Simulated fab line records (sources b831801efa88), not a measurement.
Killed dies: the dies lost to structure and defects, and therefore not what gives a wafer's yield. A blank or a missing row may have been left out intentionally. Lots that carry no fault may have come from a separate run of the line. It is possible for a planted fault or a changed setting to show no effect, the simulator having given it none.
2 desks, one fault | flow gf180mcu | every desk sees just its own numbers, and what lay behind them comes last

== TOOL OWNER'S DESK, iline_stepper-02 ==
The tool's own readings at GF_HV_LDD_EXPOSE_28 (exposes mask Nplus HV AREA, target cd 400 nm): means of the sampled wafers that have a number, for each lot that ran on this tool. Any lot whose mean is over 4 standard deviations away from the usual mean is out of limits and marked OUT; that distance is given in the brackets.
Columns: A = exposure_dose_mJ_cm2 at GF_HV_LDD_EXPOSE_28, usual 140.03
lot  | first seen here | A
L220 | day 11 11:04    | 140.10
L224 | day 12 18:07    | 140.05
L226 | day 13 05:59    | 140.19
L228 | day 14 01:33    | 139.94
L238 | day 17 04:38    | 136.74 (-25) OUT
L239 | day 17 17:15    | 136.93 (-24) OUT
L240 | day 17 22:58    | 136.73 (-25) OUT
This desk's finding: out of limits on L238, L239, L240; first on L238, day 17 04:38 (exposure_dose_mJ_cm2 at GF_HV_LDD_EXPOSE_28). L220, L224, L226, L228 stayed within limits.

== AT THE METROLOGY DESK ==
Means of the sampled wafers that have a number, per lot and without regard to the tool the lot ran on: this is what the gauges read. Any lot whose mean is over 4 standard deviations away from the usual mean is out of limits and marked OUT; that distance is given in the brackets.
Columns: A = HV_LDD_01_OVL at GF_HV_LDD_OVL_MEAS_20, usual 0.4 nm; B = cd_nm at GF_HV_LDD_CD_MEAS_31, usual 400.8 nm; C = cd_nm at GF_HV_LDD_CD_MEAS_46, usual 400.8 nm; D = HV_LDD_CVD_54_THK at GF_HV_LDD_THK_MEAS_55, usual 10.05 nm
lot  | first seen here | A    | B                | C     | D
L219 | day 10 15:02    | -1.9 | 401.4            | 402.9 | 10.00
L220 | day 11 01:08    | -0.7 | 402.1            | 403.3 | 10.18
L221 | day 11 11:02    | 0.8  | 401.7            | 399.8 | 10.03
L222 | day 11 14:01    | -0.1 | 400.4            | 403.6 | 10.10
L224 | day 12 07:43    | 0.4  | 402.8            | 400.7 | 10.42
L225 | day 12 18:46    | 1.4  | 401.8            | 402.1 | 9.88
L226 | day 12 19:22    | -0.8 | 402.2            | 403.8 | 9.94
L228 | day 13 14:44    | -0.2 | 402.5            | 400.1 | 9.83
L229 | day 13 19:43    | 0.3  | 399.2            | 400.1 | 9.96
L230 | day 14 04:55    | -0.7 | 401.5            | 397.8 | 9.97
L231 | day 14 15:43    | 1.0  | 399.0            | 400.3 | 10.11
L238 | day 16 16:38    | 3.0  | 395.1            | 398.6 | 9.97
L239 | day 17 05:13    | 1.7  | 392.4 (-4.4) OUT | 401.0 | 10.14
L240 | day 17 11:37    | -0.8 | 392.2 (-4.5) OUT | 398.6 | 9.98
This desk's finding: out of limits on L239, L240; first on L239, day 18 05:05 (cd_nm at GF_HV_LDD_CD_MEAS_31). L219, L220, L221, L222, L224, L225, L226, L228, L229, L230, L231, L238 stayed within limits.

== ALL TOGETHER ==
An alarm could have come from the tool owner's desk at day 17 04:38, on L238, L239, L240.
Metrology desk: alarm possible at day 18 05:05 on L239, L240.
The metrology desk has L238 on record, within its limits.
Every lot named ran GF_HV_LDD_EXPOSE_28 on iline_stepper-02.

== WHAT HAD BEEN PUT IN BY THE SIMULATOR ==
Process parameter drift: iline_stepper-02, from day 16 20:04 on, at GF_HV_LDD_EXPOSE_28. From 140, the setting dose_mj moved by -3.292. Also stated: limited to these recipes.
Lots struck among those shown: L238, L239, L240.
Hours from the fault's start to each desk's first reading out of limits: the tool owner's desk, 9; the metrology desk, 33.
